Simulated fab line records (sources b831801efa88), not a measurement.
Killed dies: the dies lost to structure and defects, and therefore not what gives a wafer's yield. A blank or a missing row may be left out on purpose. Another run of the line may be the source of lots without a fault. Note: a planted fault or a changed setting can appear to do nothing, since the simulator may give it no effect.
A lot that was struck, set against a sound lot + flow sky130 + 16 steps out of a route of 708
Sound: these wafers, L568.1, L568.3, L568.5. Struck: wafer L578.4. (L578.2, L578.6 of the same lot were not struck and are left out.) The cause comes at the end.
At each step with rows: each side's tool, then ch and its chambers, then its first start. Under that, the readings that differ: sound wafers + struck wafers + difference of the means + sigmas: that difference in standard deviations of wafers without a fault.
alike: a reading whose means differ by less than 2 such deviations, as well as words and numbers matching on both sides. not compared: withheld readings; readings where some wafer has no value; bounds like >300 that might hide an equal value; numbers whose values overlap and for which the record gives no deviation.
Wherever a step has rows on one side only, a row that says differs or no value, or a row with sigmas, the two part there. Numbers that don't overlap but have no deviation are shown without sigmas and don't part them. A reading that every wafer of one side lacks parts them only if that side has two wafers or more.

first, 3 steps without rows for these wafers: SKY_METAL1_EXPOSE_12 (exposes mask MM1, target cd 140 nm); SKY_METAL1_PEB_13; SKY_METAL1_DEVELOP_14 (develop time 60 s).
SKY_METAL1_CD_MEAS_15: target cd 140 nm.
  struck on cdSem-02, day 37 13:09; sound on cdSem-01, day 34 02:42
  alike: cdNm
SKY_METAL1_OVL_MEAS_16:
  struck on overlay-02, day 37 13:16; sound on overlay-02, day 34 02:49
  alike: METAL1_OVL
SKY_METAL1_DESCUM_17: chemistry O2, time 8 s.
  sound on rieMetal-04 ch 0,1, day 34 02:52; struck on rieMetal-02 ch 1, day 37 13:17
  alike: drypumpMotorCurrentA, oesProductAu, rfFwdPowerW, tempC
  not compared: rfHoursCounterH
SKY_METAL1_ETCH_18: etches BARC in N2/H2, stops on SiO2, time 45.9 s, target depth 60 nm.
  sound on rieMetal-04 ch 0,1, day 34 02:53; struck on rieMetal-02 ch 1, day 37 13:19
  alike: drypumpMotorCurrentA, n2FlowSccm, oesProductAu, rfFwdPowerW, throttleValvePct
  not compared: rfHoursCounterH
SKY_METAL1_METAL_ETCH_19: etches the open film in Cl2/BCl3, stops on SiO2, target depth 360 nm, time 78 s.
  sound on rieMetal-04 ch 0,1, day 34 02:57; struck on rieMetal-02 ch 1, day 37 13:23
  alike: drypumpMotorCurrentA, oesProductAu, rfFwdPowerW, throttleValvePct
  not compared: rfHoursCounterH
SKY_METAL1_STRIP_20: strips in O2/N2.
  sound on plasmaAsher-04 ch 0, day 34 03:02; struck on plasmaAsher-04 ch 1, day 37 13:28
| reading                  | sound          | struck | difference | sigmas |
|--------------------------|----------------|--------|------------|--------|
| drypumpMotorCurrentA (A) | 5.85 5.86 5.87 | 5.33   | -0.53      | -4     |
  alike: n2FlowSccm, oesProductAu, stripTimeToEndpointS
  not compared: rfHoursCounterH
then, 3 steps without rows for these wafers: SKY_METAL1_STRIP_21 (strips in post etch residue remover, time 1200 s); SKY_METAL1_CLEAN_22 (cleans in IPA, time 180 s); SKY_METAL1_CLEAN_23 (cleans in O3/DIW).
SKY_VIA1_HDPCVD_00: deposits SiO2, target thk 1030 nm, time 171.7 s.
  sound on hdpcvd-02 ch 0,1,2, day 34 03:40; struck on hdpcvd-01 ch 2, day 37 14:04
| reading                                 | sound             | struck | difference | sigmas |
|-----------------------------------------|-------------------|--------|------------|--------|
| runLengthS (s)                          | 199.5 199.6 199.5 | 156.0  | -43.5      | -84    |
| model.SiO2_of_VIA1_HDPCVD_00.thkNm (nm) | 1007 1025 1005    | 776.7  | -235.6     |        |
SKY_VIA1_THK_MEAS_01:
  struck on filmMetro-04, day 37 14:25; sound on filmMetro-04, day 34 03:47
| reading              | sound          | struck | difference | sigmas |
|----------------------|----------------|--------|------------|--------|
| VIA1_HDPCVD_THK (nm) | 1008 1025 1004 | 776    | -236       | -24    |
  not compared: hold
SKY_VIA1_CMP_02: polishes SiO2.
  sound on cmp-02 ch 1,2,3, day 34 03:58; struck on cmp-02 ch 2, day 38 00:44
| reading | sound | struck                   | difference                   | sigmas |
|---------|-------|--------------------------|------------------------------|--------|
| hold    | - - - | awaitDispo/10.1h/release | no value on the sound wafers |        |
  alike: motorCurrentA
-- the record jumps here: 11 days lie between the struck wafers' starts before and after (it left off in module VIA1 and takes up again in module PAD_OPEN, whose first step shown is number 708 of the route) --
SKY_PAD_OPEN_PROBE_99:
  record: rows for the struck wafers here (prober-02, day 49 11:58), none for the sound ones

WHERE THEY PART
Last at SKY_PAD_OPEN_PROBE_99 as far as this record goes, first at SKY_METAL1_STRIP_20.

WHY: what had been put in by the simulator
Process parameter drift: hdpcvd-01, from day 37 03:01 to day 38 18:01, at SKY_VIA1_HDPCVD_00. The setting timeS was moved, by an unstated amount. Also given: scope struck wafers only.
